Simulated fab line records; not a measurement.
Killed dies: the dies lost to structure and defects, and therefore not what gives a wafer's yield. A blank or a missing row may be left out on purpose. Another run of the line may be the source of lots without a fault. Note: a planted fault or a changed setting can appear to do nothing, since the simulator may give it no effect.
Problem report in the 8D (eight disciplines) form, filled by code + flow sky130 + the parts of the form that need people (team, actions taken, sign-off) are left out

## 1. THE PROBLEM
SKY_METAL1_SPUTTER_00, chamberPressurePa: mean 0.3865 Pa over 1 wafer from 1 lot; wafers with no fault: 0.4001 Pa, standard deviation 0.00088. That puts it -15 standard deviations away from the usual mean.
The step: material Ti, target thk 15 nm, time 10 s.
Earliest sighting: wafer L378.5 on pvdSputter-04 at day 36 20:38. At this step, 37 wafers from 13 lots have a number in the record. Rule for "out" (also "out of limits"): further than 4 standard deviations from the usual mean. The rest of the wafers with a number are treated as sound.

## 2. WHAT IT IS, WHAT IT ISN'T
| question                    | is                     | is not                                                                    |
|-----------------------------|------------------------|---------------------------------------------------------------------------|
| which readings at this step | chamberPressurePa      | cathodeDcPowerW, throttleValvePct                                         |
| which lots                  | L378                   | L361, L362, L363, L365, L366, L367, L368, L371, L373, L375, L382, L383    |
| which wafers of those lots  | all that have a number | -                                                                         |
| read on which tools         | pvdSputter-04          | pvdSputter-02, pvdSputter-03                                              |
| when                        | from day 36 20:38      | up to then (30 sound wafers); but 6 sound wafers of L382, L383 came after |

## 3. SUSPECTS, AND WHAT RULES EACH OUT
Counting: a tool at any process step up to the reading remains a suspect when it ran all the lots that are out and ran no sound lot after the first of those.
- pvdSputter-04 at SKY_METAL1_SPUTTER_00 (material Ti, target thk 15 nm, time 10 s): kept. It ran the lot that is out, L378 (day 36 20:38), and no sound lot after that; its last sound lot up to then is L367 (day 34 03:37). Its own readings are out on those wafers: chamberPressurePa.
The count leaves pvdSputter-04 at SKY_METAL1_SPUTTER_00.

## 4. THE CAUSE (what the simulator had put in)
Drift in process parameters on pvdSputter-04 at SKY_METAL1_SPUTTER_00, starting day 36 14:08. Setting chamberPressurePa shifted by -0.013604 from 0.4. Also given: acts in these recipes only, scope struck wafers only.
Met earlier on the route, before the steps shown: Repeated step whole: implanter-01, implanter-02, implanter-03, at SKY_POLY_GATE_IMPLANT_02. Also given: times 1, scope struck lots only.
This tool alone remained once counting was done.

## 5. THE EFFECT CHAIN, in route order
One row per reading whose mean, taken over the struck wafers that have a number, lies over 3 standard deviations from the usual. Scope: only readings with a usual standard deviation given in the record; hours: median across lots of the time from each lot's start at the first step in this table that gives one to its start at this step; sigmas: change in usual standard deviations.
| hours | step                  | reading           | usual     | on struck wafers | change  | sigmas |
|-------|-----------------------|-------------------|-----------|------------------|---------|--------|
| 0     | SKY_METAL1_SPUTTER_00 | chamberPressurePa | 0.4001 Pa | 0.3865           | -0.0136 | -15    |
It contains these process steps:
- SKY_METAL1_SPUTTER_00: material Ti, target thk 15 nm, time 10 s.
At these later measuring or inspecting steps, every struck wafer for which the step has a row has a number for every such reading, and none has moved that far: SKY_METAL1_RS_MEAS_05.

## 6. WHAT WOULD HAVE CAUGHT IT SOONER
In this record no reading fell out of limits until day 36 20:38, 6 hours after the fault had begun at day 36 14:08.
